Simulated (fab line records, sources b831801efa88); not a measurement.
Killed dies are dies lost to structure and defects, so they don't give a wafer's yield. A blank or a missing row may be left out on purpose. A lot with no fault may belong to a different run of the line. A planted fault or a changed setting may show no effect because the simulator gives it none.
Check of tool commonality :: flow gf180mcu :: 14 lots, 42 wafers sampled

REASON IT WAS OPENED
2 of 14 lots carry a flag on the reading NSD_RS at GF_PSD_RS_MEAS_14. No-fault wafers: 46.15 ohm/sq, standard deviation 0.096.
Rule: a lot gets a flag if all its wafers with a number sit over 4 standard deviations from that mean, or if no wafer of it has a number. The other lots count as sound.

lot: L584
measured: day 14 06:47
on: filmMetro-03
NSD_RS (ohm/sq), wafer by wafer: 46.09 46.07 46.23
flag: 

lot: L585
measured: day 14 16:52
on: filmMetro-04
NSD_RS (ohm/sq), wafer by wafer: 46.17 46.11 46.11
flag: 

lot: L586
measured: day 14 21:49
on: filmMetro-03
NSD_RS (ohm/sq), wafer by wafer: 46.07 46.14 46.15
flag: 

lot: L587
measured: day 15 07:37
on: filmMetro-02
NSD_RS (ohm/sq), wafer by wafer: 46.24 46.16 46.17
flag: 

lot: L588
measured: day 15 17:54
on: filmMetro-03
NSD_RS (ohm/sq), wafer by wafer: 46.34 46.18 46.26
flag: 

lot: L589
measured: day 15 21:22
on: filmMetro-03
NSD_RS (ohm/sq), wafer by wafer: 46.09 46.11 46.00
flag: 

lot: L591
measured: day 16 21:58
on: filmMetro-02
NSD_RS (ohm/sq), wafer by wafer: 46.28 46.30 46.23
flag: 

lot: L592
measured: day 17 04:31
on: filmMetro-02
NSD_RS (ohm/sq), wafer by wafer: 46.19 46.32 46.22
flag: 

lot: L593
measured: day 17 08:14
on: filmMetro-04
NSD_RS (ohm/sq), wafer by wafer: 46.01 46.09 46.11
flag: 

lot: L594
measured: day 17 23:26
on: filmMetro-03
NSD_RS (ohm/sq), wafer by wafer: 45.94 46.04 45.87
flag: 

lot: L595
measured: day 18 05:10
on: filmMetro-02
NSD_RS (ohm/sq), wafer by wafer: 46.05 46.28 46.19
flag: 

lot: L605
measured: day 21 16:52
on: filmMetro-04
NSD_RS (ohm/sq), wafer by wafer: 46.71 46.58 46.71
flag: FLAGGED

lot: L606
measured: day 21 21:01
on: filmMetro-02
NSD_RS (ohm/sq), wafer by wafer: 46.88 47.05 46.89
flag: FLAGGED

lot: L607
measured: day 22 07:40
on: filmMetro-02
NSD_RS (ohm/sq), wafer by wafer: 46.14 46.15 46.37
flag: 
On average the flagged lots' numbers are 46.80 ohm/sq, which is +0.65 ohm/sq against the usual, or +7 standard deviations.

TOOL THAT RAN EACH LOT
The record keeps 1 process step preceding the reading, out of 602 steps on the route. In each cell: the tool, then ch and the chambers that the sampled wafers went through, then the start.
lot: L584
flag: 
GF_NSD_IMPLANT_10: implanter-03 ch 0, day 13 09:23

lot: L585
flag: 
GF_NSD_IMPLANT_10: implanter-04 ch 0, day 13 19:01

lot: L586
flag: 
GF_NSD_IMPLANT_10: implanter-03 ch 0, day 14 00:17

lot: L587
flag: 
GF_NSD_IMPLANT_10: implanter-03 ch 0, day 14 09:17

lot: L588
flag: 
GF_NSD_IMPLANT_10: implanter-02 ch 0, day 14 18:44

lot: L589
flag: 
GF_NSD_IMPLANT_10: implanter-03 ch 0, day 14 22:31

lot: L591
flag: 
GF_NSD_IMPLANT_10: implanter-02 ch 0, day 15 22:19

lot: L592
flag: 
GF_NSD_IMPLANT_10: implanter-04 ch 0, day 16 05:01

lot: L593
flag: 
GF_NSD_IMPLANT_10: implanter-04 ch 0, day 16 08:26

lot: L594
flag: 
GF_NSD_IMPLANT_10: implanter-02 ch 0, day 16 23:28

lot: L595
flag: 
GF_NSD_IMPLANT_10: implanter-03 ch 0, day 17 05:23

lot: L605
flag: FLAGGED
GF_NSD_IMPLANT_10: implanter-02 ch 0, day 20 16:32

lot: L606
flag: FLAGGED
GF_NSD_IMPLANT_10: implanter-02 ch 0, day 20 21:04

lot: L607
flag: 
GF_NSD_IMPLANT_10: implanter-03 ch 0, day 21 07:15
What is done by these steps:
- GF_NSD_IMPLANT_10
- GF_PSD_RS_MEAS_14: measures by four-point-probe.

FLAGGED AGAINST TOTAL, ONE TOOL AT A TIME (gauges that did the reading follow at the end)
step: GF_NSD_IMPLANT_10
tool: implanter-02
lots run: 5
flagged: 2
share of the flagged lots: all
sound lots run after its first flagged lot: 0

step: GF_NSD_IMPLANT_10
tool: implanter-03
lots run: 6
flagged: 0
share of the flagged lots: none
sound lots run after its first flagged lot: -

step: GF_NSD_IMPLANT_10
tool: implanter-04
lots run: 3
flagged: 0
share of the flagged lots: none
sound lots run after its first flagged lot: -

step: GF_PSD_RS_MEAS_14
tool: filmMetro-02
lots run: 6
flagged: 1
share of the flagged lots: some
sound lots run after its first flagged lot: 1 (L607)

step: GF_PSD_RS_MEAS_14
tool: filmMetro-03
lots run: 5
flagged: 0
share of the flagged lots: none
sound lots run after its first flagged lot: -

step: GF_PSD_RS_MEAS_14
tool: filmMetro-04
lots run: 3
flagged: 1
share of the flagged lots: some
sound lots run after its first flagged lot: 0

WHAT IS ALLOWED BY THE TABLE
1 row of the table ran every flagged lot: implanter-02 at GF_NSD_IMPLANT_10.
- implanter-02 at GF_NSD_IMPLANT_10: 2 of its 5 lots flagged. It ran its last sound lot, L594, at day 16 23:28 and its first flagged lot, L605, at day 20 16:32: a fault with its onset between the two fits.
What remains is a single tool, implanter-02 at GF_NSD_IMPLANT_10.

WHAT THE SIMULATOR HAD INSERTED
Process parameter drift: implanter-02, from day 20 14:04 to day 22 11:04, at GF_NSD_IMPLANT_10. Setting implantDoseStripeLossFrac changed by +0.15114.
Shown lots that were struck: L605, L606. The rule given above showed the same thing.
